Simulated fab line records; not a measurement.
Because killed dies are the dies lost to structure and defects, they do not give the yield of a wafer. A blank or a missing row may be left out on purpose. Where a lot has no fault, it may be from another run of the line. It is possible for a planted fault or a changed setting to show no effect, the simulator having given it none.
One fault through the eyes of 2 desks -- flow sky130 -- what lay behind the numbers comes last; until then each desk has only its own

AT THE TOOL OWNER'S DESK: furnace-01
The tool's own readings at SKY_GATE_OXIDE_OXIDATION_01 (stabilise 600 s, purge 300 s, target thk 10.268 nm): means of the sampled wafers that have a number, for each lot that ran on this tool. Marked OUT: a lot whose mean sits more than 4 standard deviations from the usual mean, which makes it out of limits; the brackets give that distance. Readings shown: 7 out of 8 (the first out of limits, and those lying furthest out on some lot).
Columns: A = spike tc centre C at SKY_GATE_OXIDE_OXIDATION_01, usual 901.6 C; B = spike tc lower C at SKY_GATE_OXIDE_OXIDATION_01, usual 900.1 C; C = spike tc upper C at SKY_GATE_OXIDE_OXIDATION_01, usual 899.8 C; D = tube center temp C at SKY_GATE_OXIDE_OXIDATION_01, usual 899.99 C; E = zone power centre pct at SKY_GATE_OXIDE_OXIDATION_01, usual 22 %; F = zone power lower pct at SKY_GATE_OXIDE_OXIDATION_01, usual 19.0 %; G = zone power upper pct at SKY_GATE_OXIDE_OXIDATION_01, usual 20.3 %
lot,first seen here,A,B,C,D,E,F,G
L416,day 15 20:33,921.5 (+12) OUT,896.5,896.3,900.01,36,15.2 (-4.5) OUT,16.6
L417,day 16 02:02,922.7 (+13) OUT,897.8,897.2,899.93,37 (+4.1) OUT,15.1 (-4.7) OUT,16.4
L431,day 20 17:23,900.9,900.8,900.7,900.08,26,19.8,21.7
This desk's finding: out of limits on L416, L417; first on L416, day 15 20:33 (spike tc centre C at SKY_GATE_OXIDE_OXIDATION_01). L431 stayed within limits.

AT THE METROLOGY DESK
Means of the sampled wafers that have a number, per lot and without regard to the tool the lot ran on: this is what the gauges read. Marked OUT: a lot whose mean sits more than 4 standard deviations from the usual mean, which makes it out of limits; the brackets give that distance.
Columns: A = cd nm at SKY_SONOS_ONO_CD_MEAS_13, usual 410.4 nm; B = SONOS_ONO_OVL at SKY_SONOS_ONO_OVL_MEAS_14, usual 0.3 nm; C = GATE_OXIDE_OXIDATION_00_THK at SKY_GATE_OXIDE_THK_MEAS_02, usual 10.23 nm; D = GATE_OXIDE_OVL at SKY_GATE_OXIDE_OVL_MEAS_10, usual 1.0 nm; E = GATE_OXIDE_TW at SKY_GATE_OXIDE_TW_MEAS_14, usual 225.1
lot,first seen here,A,B,C,D,E
L409,day 13 17:44,412.2,-2.7,10.02,2.3,226.2
L416,day 15 19:17,411.0,1.4,10.83,0.4,223.5
L417,day 16 00:29,409.1,-0.4,10.96,2.0,226.4
L427,day 19 05:34,409.8,-2.2,10.05,1.4,225.1
L430,day 20 07:42,409.0,-0.8,9.90,1.5,223.3
L431,day 20 15:13,412.8,1.3,10.11,-1.1,226.9
This desk's finding: nothing out of limits on any of the 6 lots.

PUT TOGETHER
The tool owner's desk had the chance to raise an alarm at day 15 20:33 on L416, L417.
The metrology desk saw nothing out of limits.
The metrology desk has L416, L417 on record, within its limits.
All the named lots went through SKY_GATE_OXIDE_OXIDATION_01 on furnace-01.

WHAT HAD BEEN PUT IN BY THE SIMULATOR
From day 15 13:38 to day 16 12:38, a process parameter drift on furnace-01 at SKY_GATE_OXIDE_OXIDATION_01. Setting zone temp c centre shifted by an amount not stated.
Struck lots among those shown: L416, L417.
Delay in hours, fault start to first out-of-limits reading, by desk: the tool owner's desk at 7.
